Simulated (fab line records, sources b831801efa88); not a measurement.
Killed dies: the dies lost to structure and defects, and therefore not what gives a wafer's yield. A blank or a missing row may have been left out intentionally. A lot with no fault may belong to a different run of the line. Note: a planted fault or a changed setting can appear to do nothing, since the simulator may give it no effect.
The tool behind it: which one? | flow gf180mcu | Sampling: 11 lots, 31 wafers, 3 of 602 route steps

== WHAT THE GAUGES SHOWED, per wafer ==
GF_V1_RS_MEAS_24: a four-point-probe measurement.
lot  | measured     | on           | V1_W_RS (ohm/sq)
L931 | day 17 21:35 | filmMetro-02 | 0.335 0.327 0.331
L932 | day 18 00:41 | filmMetro-04 | 0.333 0.330 0.325
L933 | day 18 14:50 | filmMetro-01 | 0.325 0.332 0.326
L934 | day 19 03:34 | filmMetro-02 | 0.322 0.324 0.322
L938 | day 20 17:23 | filmMetro-02 | 0.318 0.314 0.315
L939 | day 20 23:32 | filmMetro-01 | 0.322 0.323 0.325
L940 | day 21 08:19 | filmMetro-02 | 0.326 0.329 0.328
L941 | day 21 18:53 | filmMetro-02 | 0.328 0.327 0.331
L942 | day 21 23:22 | filmMetro-04 | 0.320 0.319 0.329
L950 | day 25 07:36 | filmMetro-04 | 0.385 0.331 0.384 0.331
L951 | day 25 14:43 | filmMetro-01 | 0.332 0.381 0.332 0.381

== WHICH TOOL RAN EACH LOT (tool, then ch and the chambers of the sampled wafers, then the start) ==
lot  | GF_V1_SPUTTER_22            | GF_V1_CVD_23
L931 | pvdSputter-03, day 17 21:23 | cvdW-02 ch 0,1, day 17 21:28
L932 | pvdSputter-02, day 18 00:31 | cvdW-02 ch 0,1, day 18 00:33
L933 | pvdSputter-03, day 18 14:41 | cvdW-02 ch 0,1, day 18 14:44
L934 | pvdSputter-01, day 19 03:25 | cvdW-01 ch 0,1, day 19 03:27
L938 | pvdSputter-03, day 20 17:07 | cvdW-02 ch 0, day 20 17:10
L939 | pvdSputter-02, day 20 23:16 | cvdW-02 ch 0, day 20 23:18
L940 | pvdSputter-01, day 21 08:10 | cvdW-01 ch 0,1, day 21 08:12
L941 | pvdSputter-01, day 21 18:43 | cvdW-01 ch 0, day 21 18:46
L942 | pvdSputter-02, day 21 23:09 | cvdW-02 ch 0,1, day 21 23:14
L950 | pvdSputter-03, day 25 07:27 | cvdW-02 ch 0,1, day 25 07:29
L951 | pvdSputter-02, day 25 14:30 | cvdW-02 ch 0,1, day 25 14:36
- GF_V1_SPUTTER_22: material TiN, target thk 10 nm, time 40 s.
- GF_V1_CVD_23: deposits W, target thk 350 nm, time 105.05 s.

== THE ANSWER, worked out from the rows above alone ==
Rule: the lots themselves supply what counts as usual. Put in order of their means at a reading, lots are off if they are a third of the lots or fewer, leave a main group of 4 or more, and stand apart from it by a gap of 3 or more times the standard deviation of the main group's means; of several such gaps the widest counts. A main group whose means are all the same, to the digits that the tables above print for the reading, isn't used. Also off: a lot with no number at a reading for which 4 or more lots have one. Where the step has rows for the other lots, those lots are counted as sound.
Off: L950, L951, seen at GF_V1_RS_MEAS_24 (V1_W_RS). For the main group the mean is 0.325 ohm/sq and the standard deviation 0.0045.
A tool fits if, at a process step before that reading, it ran every lot that is off, and no sound lot after the first of them. The gauges at GF_V1_RS_MEAS_24 are tried like those tools. One fits: cvdW-02 at GF_V1_CVD_23. A fault onset in the window from L942 (day 21 23:14, its last sound lot) to L950 (day 25 07:29, its first lot off) fits.

== WHAT WAS PUT IN BY THE SIMULATOR ==
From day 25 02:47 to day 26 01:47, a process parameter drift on cvdW-02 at GF_V1_CVD_23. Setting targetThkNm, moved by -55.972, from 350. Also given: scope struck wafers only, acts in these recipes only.
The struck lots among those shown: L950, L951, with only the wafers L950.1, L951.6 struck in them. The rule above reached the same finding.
